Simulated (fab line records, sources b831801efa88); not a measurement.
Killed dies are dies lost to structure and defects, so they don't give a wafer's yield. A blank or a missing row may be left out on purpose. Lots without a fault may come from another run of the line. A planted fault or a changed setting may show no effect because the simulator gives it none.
Which tool did it? | flow sfq_line | 7 lots, 21 wafers sampled, at 2 steps of a route of 325

WHAT THE GAUGES READ, wafer by wafer
SFQ_L0_RS_MEAS_901: measures by four-point-probe.
lot  | measured    | on            | L0_MONX_KI_RS (ohm/sq)
L375 | day 1 17:36 | film_metro-02 | 43.3 43.2 43.4
L377 | day 2 03:34 | film_metro-02 | 42.9 42.9 43.1
L380 | day 2 18:36 | film_metro-02 | 43.8 43.4 43.4
L383 | day 3 09:34 | film_metro-01 | 42.9 43.7 43.4
L389 | day 4 15:36 | film_metro-02 | 40.0 39.6 39.8 39.9 39.6 39.9
L393 | day 5 11:35 | film_metro-02 | 42.7 43.2 43.6
L397 | day 6 07:35 | film_metro-04 | 42.6 42.9 42.6

WHICH TOOL RAN EACH LOT (tool, then ch and the chambers of the sampled wafers, then the start)
lot  | SFQ_TRILAYER_L0_DEP_SPUTTER_003
L375 | pvd_sputter-05, day 1 17:29
L377 | pvd_sputter-06, day 2 03:29
L380 | pvd_sputter-03, day 2 18:29
L383 | pvd_sputter-03, day 3 09:29
L389 | pvd_sputter-03, day 4 15:29
L393 | pvd_sputter-05, day 5 11:29
L397 | pvd_sputter-05, day 6 07:29
- SFQ_TRILAYER_L0_DEP_SPUTTER_003: material MoNx KI, target thk 40 nm, time 100 s.

THE ANSWER, worked out from the rows above alone
Rule: what is usual is taken from the lots themselves. Put in order of their means at a reading, lots are off if they are a third of the lots or fewer, leave a main group of 4 or more, and stand apart from it by a gap of 3 or more times the standard deviation of the main group's means; of several such gaps the widest counts. A main group whose means are all the same, to the digits that the tables above print for the reading, isn't used. A lot without any number at a reading at which 4 lots or more have one is off too. The other lots that the step has rows for count as sound.
Off: L389, at SFQ_L0_RS_MEAS_901 (L0_MONX_KI_RS). The main group: mean 43.2 ohm/sq, standard deviation 0.27.
A tool fits if, at a process step before that reading, it ran every lot that is off, and no sound lot after the first of them. The gauges at SFQ_L0_RS_MEAS_901 are tried like those tools. One fits: pvd_sputter-03 at SFQ_TRILAYER_L0_DEP_SPUTTER_003. Its last sound lot is L383 (day 3 09:29), its first lot that is off L389 (day 4 15:29): a fault that began between those two fits.

WHAT THE SIMULATOR HAD PUT IN
Process parameter drift: pvd_sputter-03, from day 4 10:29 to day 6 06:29, at SFQ_TRILAYER_L0_DEP_SPUTTER_003. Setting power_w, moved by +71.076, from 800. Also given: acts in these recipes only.
Lots struck among those shown: L389. The rule above found the same.
